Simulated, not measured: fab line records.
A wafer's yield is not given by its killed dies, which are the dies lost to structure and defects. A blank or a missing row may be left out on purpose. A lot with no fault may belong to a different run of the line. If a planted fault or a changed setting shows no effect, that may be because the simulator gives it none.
What tool caused it?    flow gf180mcu    13 lots with 39 wafers sampled at 4 steps, on a route of 602 steps

## WHAT THE GAUGES SHOWED, per wafer
GF_MIM_THK_MEAS_11: measures by xrf. Usual: MIM_ALCU_THK typically reads 199.6 nm, with standard deviation 2.
lot   measured      on             MIM_ALCU_THK (nm)  flag
L950  day 24 12:30  film_metro-04  200.0 199.4 198.2  
L951  day 24 20:41  film_metro-01  204.5 204.0 203.1  
L952  day 25 01:07  film_metro-02  198.2 198.5 200.2  
L953  day 25 12:30  film_metro-01  202.7 204.1 204.0  
L954  day 25 18:03  film_metro-02  201.0 200.8 203.3  
L956  day 26 17:32  film_metro-02  198.8              
L957  day 26 21:02  film_metro-01  200.0 199.5 197.2  
L963  day 29 02:17  film_metro-04  199.9 198.4 198.2  
L964  day 29 12:09  film_metro-04  196.7 197.6 196.6  
L965  day 29 14:44  film_metro-02  199.2 201.0 199.2  
L966  day 29 19:29  film_metro-02  198.2 196.4 194.7  
L968  day 30 09:12  film_metro-01  199.4 197.9 198.5  
L972  day 31 00:32  film_metro-01  200.7 199.6 199.1  

## EACH LOT AND THE TOOL THAT RAN IT (in order: tool; ch and the chambers of the sampled wafers; start)
lot   GF_M4_SPUTTER_01              GF_M4_STRIP_17                        GF_V4_CMP_26
L950  pvd_sputter-01, day 22 11:17  plasma_asher-02 ch 0,1, day 23 10:44  cmp-02 ch 1,2, day 24 11:43
L951  pvd_sputter-04, day 22 20:16  plasma_asher-01 ch 0,1, day 23 19:20  cmp-02 ch 0,1, day 24 19:50
L952  pvd_sputter-04, day 23 00:58  plasma_asher-03 ch 0,1, day 23 23:25  cmp-02 ch 0,1,2, day 25 00:20
L953  pvd_sputter-02, day 23 13:25  plasma_asher-01 ch 1, day 24 11:43    cmp-02 ch 1,2,3, day 25 11:46
L954  pvd_sputter-04, day 23 18:22  plasma_asher-03 ch 1, day 24 17:17    cmp-02 ch 2,3, day 25 17:12
L956  pvd_sputter-01, day 24 19:01  plasma_asher-03 ch 0,1, day 25 17:26  cmp-02 ch 0,1, day 26 16:40
L957  pvd_sputter-04, day 24 22:58  plasma_asher-03 ch 0,1, day 25 20:55  cmp-01 ch 0,1,2, day 26 20:12
L963  pvd_sputter-04, day 27 07:10  plasma_asher-01 ch 0, day 28 03:29    cmp-01 ch 0,1,2, day 29 01:33
L964  pvd_sputter-04, day 27 16:46  plasma_asher-03 ch 1, day 28 13:05    cmp-01 ch 0,1,3, day 29 11:18
L965  pvd_sputter-04, day 27 20:41  plasma_asher-01 ch 0, day 28 16:11    cmp-01 ch 1,2,3, day 29 13:56
L966  pvd_sputter-02, day 28 01:22  plasma_asher-02 ch 0, day 28 21:02    cmp-01 ch 0,1,2, day 29 18:41
L968  pvd_sputter-04, day 28 15:45  plasma_asher-01 ch 0,1, day 29 11:58  cmp-01 ch 1,2, day 30 08:22
L972  pvd_sputter-04, day 29 08:09  plasma_asher-02 ch 0,1, day 30 03:13  cmp-01 ch 1,2,3, day 30 23:48
- GF_M4_SPUTTER_01: material TiN, target thk 30 nm, time 25 s.
- GF_M4_STRIP_17: strips in O2/N2.
- GF_V4_CMP_26: polishes, stops on SiO2, t overpolish 15 s, target thk 0 nm.

## AS READ BY THE TOOLS THEMSELVES (means over the sampled wafers that have a number; for cases with no such wafer, the mark the record gives instead)
GF_M4_SPUTTER_01. Usual: cathode_dc_power_W 6500.0 W, standard deviation 1.2; chamber_pressure_pa 0.3999 Pa, standard deviation 0.00082; throttle_valve_pct 30.3 %, standard deviation 0.91.
lot   tool            cathode_dc_power_W (W)  chamber_pressure_pa (Pa)  throttle_valve_pct (%)  flag
L950  pvd_sputter-01  6500.0                  0.4003                    30.7                    
L951  pvd_sputter-04  6500.5                  0.3988                    29.5                    
L952  pvd_sputter-04  6498.3                  0.4005                    29.5                    
L953  pvd_sputter-02  6499.2                  0.4004                    30.9                    
L954  pvd_sputter-04  6499.4                  0.3993                    29.6                    
L956  pvd_sputter-01  6499.8                  0.4003                    30.8                    
L957  pvd_sputter-04  6500.0                  0.3997                    29.5                    
L963  pvd_sputter-04  6500.5                  0.3999                    29.7                    
L964  pvd_sputter-04  6499.6                  0.4001                    29.6                    
L965  pvd_sputter-04  6499.2                  0.3998                    29.6                    
L966  pvd_sputter-02  6499.5                  0.4002                    31.4                    
L968  pvd_sputter-04  6500.1                  0.4007                    29.3                    
L972  pvd_sputter-04  6501.7                  0.4010                    30.0                    

GF_M4_STRIP_17. Usual: drypump_motor_current_A 5.6 A, standard deviation 0.34; heater_power_w 330 W, standard deviation 26; n2_flow_sccm 299.9 sccm, standard deviation 0.95; oes_product_au 0.557 a.u., standard deviation 0.0048; strip_time_to_endpoint_s 7.94 s, standard deviation 0.035.
lot   tool             drypump_motor_current_A (A)  heater_power_w (W)  n2_flow_sccm (sccm)  oes_product_au (a.u.)  strip_time_to_endpoint_s (s)  flag
L950  plasma_asher-02  5.8                          288                 300.4                0.556                  7.95                          
L951  plasma_asher-01  5.4                          342                 299.4                0.558                  7.92                          
L952  plasma_asher-03  5.7                          339                 299.3                0.554                  7.95                          
L953  plasma_asher-01  5.2                          343                 298.7                0.558                  7.95                          
L954  plasma_asher-03  6.0                          333                 301.4                0.561                  7.98                          
L956  plasma_asher-03  5.4                          343                 299.6                0.560                  7.96                          
L957  plasma_asher-03  5.7                          342                 299.9                0.555                  7.93                          
L963  plasma_asher-01  5.8                          349                 300.9                0.558                  8.02                          
L964  plasma_asher-03  6.0                          324                 300.6                0.559                  7.95                          
L965  plasma_asher-01  5.8                          352                 299.3                0.558                  7.99                          
L966  plasma_asher-02  5.9                          293                 300.7                0.558                  7.90                          
L968  plasma_asher-01  5.6                          350                 300.5                0.554                  7.92                          
L972  plasma_asher-02  5.8                          289                 300.1                0.557                  7.93                          

GF_V4_CMP_26. Usual: motor_current_A 11.1 A, standard deviation 0.81; overpolish_run_s 15.001 s, standard deviation 0.0093; time_to_endpoint_s 83.0 s, standard deviation 2.7.
lot   tool    motor_current_A (A)  overpolish_run_s (s)  time_to_endpoint_s (s)  flag
L950  cmp-02  11.4                 15.001                79.9                    
L951  cmp-02  11.7                 15.006                82.9                    
L952  cmp-02  11.9                 15.006                84.9                    
L953  cmp-02  11.0                 14.998                82.9                    
L954  cmp-02  10.2                 15.001                85.1                    
L956  cmp-02  11.6                 5.029                 111.1                   OFF
L957  cmp-01  10.6                 15.003                84.6                    
L963  cmp-01  10.7                 15.010                84.0                    
L964  cmp-01  10.6                 14.997                83.9                    
L965  cmp-01  11.1                 14.995                83.7                    
L966  cmp-01  10.7                 14.996                83.3                    
L968  cmp-01  11.4                 15.000                86.7                    
L972  cmp-01  10.7                 14.999                82.1                    

## THE ANSWER, worked out from the rows above alone
Rule: a lot is off if the mean of its wafers that have a number lies more than 3 standard deviations from the usual mean. Also off: a lot with no number at a reading for which 4 or more lots have one. Where the step has rows for the other lots, those lots are counted as sound. After the gauges, taken in route order, come the tools' own readings; for these a lot's mean is taken, as printed above. At the first step where some lot is off, the reading lying furthest off is the one used; lots without a number count as furthest.
Off at GF_V4_CMP_26 (overpolish_run_s): L956.
If a tool, at that step or one of the process steps before it, ran each lot that is off and ran no sound lot following the first of them, it fits. Can't be told from this: 2 tools fit, pvd_sputter-01 at GF_M4_SPUTTER_01, cmp-02 at GF_V4_CMP_26.

## WHAT THE SIMULATOR HAD PUT IN
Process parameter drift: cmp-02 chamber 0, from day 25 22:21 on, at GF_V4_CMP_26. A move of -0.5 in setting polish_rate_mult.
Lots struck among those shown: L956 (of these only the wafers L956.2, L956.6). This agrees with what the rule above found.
